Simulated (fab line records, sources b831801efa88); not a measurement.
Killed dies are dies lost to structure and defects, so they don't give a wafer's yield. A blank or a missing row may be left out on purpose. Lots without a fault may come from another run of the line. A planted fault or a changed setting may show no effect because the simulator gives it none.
Chamber matching | flow gf180mcu | GF_CONTACT_CMP_04 on cmp-02: 4 sister chambers
The step polishes SiO2. 8 wafers are shown with their chamber, then 10 later ones without.

WAFERS WITH THEIR CHAMBER
wafer  | chamber | motor_current_A (A) | time_to_endpoint_s (s)
L157.2 | 2       | 12.3                | 95
L168.5 | 3       | 10.7                | 109
L168.6 | 0       | 14.4                | 102
L169.2 | 2       | 12.2                | 105
L169.3 | 3       | 11.1                | 111
L169.4 | 1       | 10.5                | 118
L171.1 | 0       | 14.2                | 101
L171.3 | 1       | 11.1                | 122

WAFERS WITHOUT THEIR CHAMBER
wafer  | motor_current_A (A) | time_to_endpoint_s (s)
L171.4 | 10.8                | 117
L172.1 | 11.1                | 106
L172.3 | 13.9                | 101
L172.6 | 11.4                | 125
L174.3 | 12.5                | 103
L174.4 | 14.0                | 103
L174.6 | 12.1                | 119
L176.3 | 13.8                | 116
L176.5 | 14.4                | 125
L176.6 | 11.4                | 123

WHICH CHAMBER EACH WENT THROUGH
wafer  | from the rows above          | in truth
L171.4 | can't be placed: 1 or 3      | 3
L172.1 | 3                            | 3
L172.3 | 0                            | 0
L172.6 | can't be placed: 1 or 3      | 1
L174.3 | 2                            | 2
L174.4 | 0                            | 0
L174.6 | can't be placed: 1 or 2 or 3 | 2
L176.3 | 0                            | 0
L176.5 | 0                            | 0
L176.6 | can't be placed: 1 or 3      | 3
Placed correctly: 6 of 10. Can't be placed from these rows: 4 (the true chamber is among the candidates in 4). Placed wrongly: 0.
How it was worked out, from the rows above alone: a wafer's distance from a chamber is the root of the sum, over the readings, of the square of ((its reading less the chamber's mean) divided by the reading's scatter). The wafer belongs to the nearest chamber; if the next one is less than 2 further off, it can't be placed. A chamber's mean is the mean of its shown wafers. The scatter: the root of (the sum of the squares of (reading less its chamber's mean) over the shown wafers, divided by (wafers less chambers)).
